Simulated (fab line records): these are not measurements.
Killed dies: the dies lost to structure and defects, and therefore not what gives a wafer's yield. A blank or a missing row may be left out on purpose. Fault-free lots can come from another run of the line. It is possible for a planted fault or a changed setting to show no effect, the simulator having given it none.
Code-filled problem report in 8D (eight disciplines) form ; flow gf180mcu ; the parts of the form that need people (team, actions taken, sign-off) are left out

== 1. THE ISSUE ==
Wafers free of any fault read 199.4 nm (standard deviation 2.3) for POLY_GATE_CVD_00_THK at GF_POLY_GATE_THK_MEAS_01, against a mean of 163.1 nm on 9 wafers of 3 lots. That is -16 standard deviations from the usual mean.
Seen first at day 11 15:12 on film_metro-02, wafer L288.1. The record holds 36 wafers of 12 lots with a number at this step. By rule, "out" or "out of limits" means more than 4 standard deviations away from the usual mean. All remaining wafers that have a number are taken as sound.

== 2. WHAT IT IS, AND WHAT IT ISN'T ==
question;is;is not
which readings at this step;POLY_GATE_CVD_00_THK;-
which lots;L288, L289, L290;L278, L279, L282, L284, L285, L287, L293, L300, L301
which wafers of those lots;all that have a number;-
read on which gauges;film_metro-01, film_metro-02, film_metro-03;-
when;from day 11 15:12;"up to then (18 sound wafers); but 9 sound wafers of L293, L300, L301 came after"

== 3. SUSPECTS, AND WHAT RULES EACH OUT ==
Counting: any tool at a process step up to the reading is kept as a suspect provided that every lot that is out went through it and no sound lot did after the first of them.
- the gauge at GF_POLY_GATE_THK_MEAS_01: ruled out. 3 gauges (film_metro-01, film_metro-02, film_metro-03) read the wafers that are out.
- lpcvd-02 at GF_POLY_GATE_CVD_00 (deposits poly-Si, target thk 200 nm, time 1200 s): ruled out as a lasting fault. The sound lots L300 went through it after L288, its earliest lot that is out (day 11 13:52).
Left after counting: nothing in the record.

== 4. THE CAUSE (what the simulator had put in) ==
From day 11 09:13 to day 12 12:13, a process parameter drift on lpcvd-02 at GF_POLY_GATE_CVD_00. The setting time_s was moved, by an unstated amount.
The count ruled it out by mistake, since the rule takes a fault to strike every lot its tool runs from the start of the fault on, and this one did not do so.

== 5. SEQUENCE OF EFFECTS, ordered by route ==
Rows list readings where the struck wafers' mean (over those with a number) sits beyond 3 standard deviations from the usual. Only readings whose record carries a usual standard deviation are examined. hours: median over the lots of the time between each lot's start at the first step of this table that gives one and its start at this step. sigmas: the change, counted in usual standard deviations.
hours;step;reading;usual;on struck wafers;change;sigmas
0;GF_POLY_GATE_THK_MEAS_01;POLY_GATE_CVD_00_THK;199.4 nm;163.1;-36.3;-16
20;GF_POLY_GATE_ETCH_13;oes_product_au;0.986 a.u.;0.867;-0.119;-9.9
494;GF_PASSIVATION_PROBE_99;killed_at_other;0.1;2.0;+1.9;+4.5
It contains these process steps:
- GF_POLY_GATE_ETCH_13: etches poly-Si in HBr/Cl2, stops on SiO2, target depth 198.5 nm, time 69.6 s.
- GF_PASSIVATION_PROBE_99

== 6. HOW IT WOULD HAVE BEEN CAUGHT EARLIER ==
In this record the first reading out of limits at a measuring or inspecting step was taken at day 11 15:12, 6 hours after the fault began at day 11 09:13.
